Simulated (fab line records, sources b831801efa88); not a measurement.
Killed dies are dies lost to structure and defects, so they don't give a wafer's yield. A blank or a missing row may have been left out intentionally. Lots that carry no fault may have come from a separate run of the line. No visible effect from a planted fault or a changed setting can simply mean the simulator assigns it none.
A lot that was struck, set against a sound lot    flow sky130    38 out of 708 route steps
Sound: wafers L444.2, L444.4, L444.5. Struck: wafers L438.2, L438.4, L438.5. Last of all comes the cause.
Order at every step that has rows: each side's tool, ch and its chambers, its first start. Under that, the readings that differ: sound wafers    struck wafers    difference of the means    sigmas: that difference in standard deviations of wafers without a fault.
alike: readings whose means differ by less than 2 such deviations, and words and numbers that are the same on both sides. not compared: withheld readings, readings that some wafer has no value for, bounds like >300 that may hide the same value, and numbers for which the record gives no deviation and whose values overlap.
A row with sigmas, a row that says differs or no value, or rows on one side alone: a step with any of these is where the two part. Numbers that have no deviation but don't overlap get no sigmas and don't part them. A reading that every wafer of one side lacks parts them only if that side has two wafers or more.

first, 9 steps without rows for these wafers: SKY_VIA3_SPUTTER_20 (material TiN, target thk 20 nm, time 80 s); SKY_VIA3_CVD_21 (deposits W, target thk 390 nm, time 117.31 s); SKY_VIA3_CMP_24 (polishes, stops on SiO2, t overpolish 20 s, target thk 0 nm); SKY_METAL4_SPUTTER_00 (material Ti, target thk 15 nm, time 10 s); SKY_METAL4_SPUTTER_01 (material TiN, target thk 20 nm, time 16.7 s); SKY_METAL4_SPUTTER_02 (material AlCu, target thk 735 nm, time 39.1 s); SKY_METAL4_SPUTTER_03 (material Ti, target thk 5 nm, time 3.3 s); SKY_METAL4_SPUTTER_04 (material TiN, target thk 70 nm, time 58.3 s); SKY_CAP2M_CVD_00 (deposits SiO2, target thk 15.5 nm).
SKY_CAP2M_SPUTTER_02: material TiN, target thk 200 nm, time 166.7 s.
  sound on pvdSputter-04, day 44 21:29; struck on pvdSputter-01, day 43 08:02
reading                                   sound                 struck             difference                     sigmas
susceptorTempC (C)                        299.63 299.81 300.18  - - -              no value on the struck wafers  
model.TiN_of_CAP2M_SPUTTER_02.thkNm (nm)  196.8 198.1 198.7     168.5 167.8 167.9  -29.8                          
  alike: chamberPressurePa, throttleValvePct
SKY_CAP2M_RS_MEAS_03: the measuring method here is four-point-probe.
  sound on filmMetro-03, day 44 21:37; struck on filmMetro-04, day 43 08:10
reading                sound           struck          difference  sigmas
CAP2M_TIN_RS (ohm/sq)  7.02 6.96 6.96  8.26 8.28 8.29  +1.30       +15
SKY_CAP2M_THK_MEAS_04: measures by xrf.
  sound on filmMetro-03, day 44 21:43; struck on filmMetro-04, day 43 08:16
reading             sound              struck             difference  sigmas
CAP2M_TIN_THK (nm)  197.7 198.6 198.8  169.1 168.6 168.5  -29.6       -11
then, 7 steps without rows for these wafers: SKY_CAP2M_DEHYDRATE_05 (time 60 s); SKY_CAP2M_HMDS_06 (prime time 60 s); SKY_CAP2M_COAT_07 (resist thk 1140 nm); SKY_CAP2M_SOFTBAKE_08 (time 60 s); SKY_CAP2M_EXPOSE_09 (exposes mask CAP2M, target cd 1000 nm); SKY_CAP2M_PEB_10; SKY_CAP2M_DEVELOP_11 (develop time 60 s).
SKY_CAP2M_METAL_ETCH_13: etches TiN in Cl2/BCl3, stops on SiO2, target depth 220 nm, time 62.9 s.
  sound on rieMetal-04 ch 1, day 45 19:23; struck on rieMetal-02 ch 0,1, day 44 06:45
reading               sound                 struck                difference  sigmas
oesProductAu (a.u.)   0.933 0.941 0.939     0.849 0.840 0.859     -0.088      -11
throttleValvePct (%)  21.904 21.932 21.887  21.957 21.977 21.967  +0.059      +5
  alike: drypumpMotorCurrentA
  not compared: rfHoursCounterH
then, 16 steps without rows for these wafers: SKY_CAP2M_STRIP_14 (strips in O2/N2); SKY_CAP2M_STRIP_15 (strips in post etch residue remover, time 1200 s); SKY_CAP2M_CLEAN_16 (cleans in IPA, time 180 s); SKY_CAP2M_CLEAN_17 (cleans in O3/DIW); SKY_METAL4_DEHYDRATE_05 (time 60 s); SKY_METAL4_HMDS_06 (prime time 60 s); SKY_METAL4_COAT_07 (resist thk 60 nm); SKY_METAL4_COAT_08 (resist thk 1140 nm); SKY_METAL4_SOFTBAKE_09 (time 90 s); SKY_METAL4_EXPOSE_10 (exposes mask MM4, target cd 300 nm); SKY_METAL4_PEB_11; SKY_METAL4_DEVELOP_12 (develop time 60 s); SKY_METAL4_DESCUM_15 (chemistry O2, time 8 s); SKY_METAL4_ETCH_16 (etches BARC in N2/H2, stops on SiO2, time 88.2 s, target depth 60 nm); SKY_METAL4_ETCH_17 (etches SiO2 in C4F8/O2/Ar, stops on TiN, time 3.9 s, target depth 15 nm); SKY_METAL4_METAL_ETCH_18 (etches the open film in Cl2/BCl3, stops on SiO2, target depth 845 nm, time 183.1 s).
SKY_METAL4_STRIP_20: strips in post etch residue remover, time 1200 s.
  sound on wetBench-04 ch 2, day 46 17:05; struck on wetBench-04 ch 3, day 45 05:17
reading                                   sound            struck         difference  sigmas
model.TiN_of_CAP2M_SPUTTER_02.thkNm (nm)  196 197.3 197.9  167.6 167 167  -29.9       
  alike: bathGuardTempC, tempC
-- the record jumps here: 4 days lie between the struck wafers' starts before and after (it left off in module METAL4 and takes up again in module PAD_OPEN, whose first step shown is number 708 of the route) --
SKY_PAD_OPEN_PROBE_99:
  sound on prober-01, day 50 00:37; struck on prober-01, day 48 20:01
reading                            sound                 struck               difference  sigmas
model.etest.capMim2.plateOhmSq     6.058 6.059 6.094     7.213 7.16 7.146     +1.103      
model.etest.capMim2.bvV (V)        13.62 13.9 14.14      13.05 12.86 12.7     -1.02       
model.etest.capMim2.leakLog10ACm2  -8.768 -9.047 -8.921  -8.538 -8.55 -8.669  +0.326      
  alike: defectLimitedYield, killed_at_M0_to_M3, killed_at_M4_up, killedAtContacts, killedAtFrontEnd, killedAtOther, killedDies, killedOpen, killedShort, sort_bin_3_pad_short, sort_bin_5_function, sort_bin_6_memory, sortNPass, sortYieldPct

WHERE THEY PART
At SKY_CAP2M_SPUTTER_02 first; at SKY_CAP2M_METAL_ETCH_13 last (within this record only). Later steps at which nothing parts them and some readings are alike: SKY_METAL4_STRIP_20, SKY_PAD_OPEN_PROBE_99.

WHY: the cause the simulator had injected
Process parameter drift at SKY_CAP2M_SPUTTER_02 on pvdSputter-01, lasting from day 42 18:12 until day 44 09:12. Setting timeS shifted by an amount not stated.
